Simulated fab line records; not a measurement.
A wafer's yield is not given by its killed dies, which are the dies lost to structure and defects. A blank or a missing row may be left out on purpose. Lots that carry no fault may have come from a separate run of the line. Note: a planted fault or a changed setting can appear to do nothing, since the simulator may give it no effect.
8D (eight disciplines) problem report, filled in by code -- flow sky130 -- the parts of the form that need people (team, actions taken, sign-off) are left out

## 1. THE PROBLEM
At SKY_FIELD_ISO_ETCH_17, runLengthS averages 129.8 s over 2 wafers from 2 lots, while fault-free wafers read 126.1 s, standard deviation 0.4. That is +9.4 standard deviations from the usual mean.
The step: etches Si in HBr/Cl2/O2, target depth 342 nm, time 97.7 s.
Seen first at day 5 12:20 on rieSi-01, wafer L560.1. The record holds 36 wafers of 12 lots with a number at this step. Rule for "out", or "out of limits": more than 4 standard deviations from the usual mean. The rest of the wafers with a number are treated as sound.

## 2. WHAT IT IS AND WHAT IT IS NOT
question,is,is not
which readings at this step,runLengthS,"biasW, drypumpMotorCurrentA, mfcCl2Sccm, oesProductAu, throttleValvePct"
which lots,"L560, L561","L545, L546, L547, L548, L549, L550, L551, L552, L565, L566"
which wafers of those lots,"L560.1, L561.2","L560.2, L560.4, L561.3, L561.5"
read on which tools,rieSi-01,rieSi-02
when,from day 5 12:20,"up to then (26 sound wafers); but 8 sound wafers of L561, L565, L566 came after"

## 3. SUSPECTS, AND WHAT RULES EACH OUT
Counting: a tool at a process step up to the reading stays a suspect if it ran every lot that is out. Sound lots after the first of them don't rule it out here, since some wafers of a struck lot are sound.
- rieSi-01 at SKY_FIELD_ISO_ETCH_17 (etches Si in HBr/Cl2/O2, target depth 342 nm, time 97.7 s): kept. Ran every lot that is out, first one L560 (day 5 12:20); last sound lot up to then L550 (day 3 07:05). Its own readings are out on those wafers: runLengthS.
- Within rieSi-01 at SKY_FIELD_ISO_ETCH_17: the wafers that are out ran in chamber 0; their sound lot-mates ran in chambers 1, 2, 3.
Remaining after the count: rieSi-01 at SKY_FIELD_ISO_ETCH_17.

## 4. THE CAUSE (what the simulator had put in)
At SKY_FIELD_ISO_ETCH_17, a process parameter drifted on rieSi-01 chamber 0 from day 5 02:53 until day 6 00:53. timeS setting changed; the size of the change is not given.
After counting, this tool was the only one left.

## 5. THE CHAIN OF EFFECTS, in route order
One row per reading whose mean, taken over the struck wafers that have a number, lies over 3 standard deviations from the usual. Only readings whose record carries a usual standard deviation are examined. hours: median over the lots of the time between each lot's start at the first step of this table that gives one and its start at this step. sigmas: the change, counted in usual standard deviations.
hours,step,reading,usual,on struck wafers,change,sigmas
0,SKY_FIELD_ISO_ETCH_17,runLengthS,126.1 s,129.8,+3.8,+9.4
Here are the process steps it includes:
- SKY_FIELD_ISO_ETCH_17: etches Si in HBr/Cl2/O2, target depth 342 nm, time 97.7 s.
Later measuring or inspecting steps at which every struck wafer that the step has a row for has a number for every such reading, and none has moved that far: SKY_SONOS_TUNNEL_TW_MEAS_12, SKY_LDD_HVP_OVL_MEAS_07, SKY_LI_CONTACT_OVL_MEAS_13.

## 6. WHAT WOULD HAVE CAUGHT IT SOONER
First out-of-limits reading in this record: day 5 12:20, which is 9 hours after fault onset at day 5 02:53.
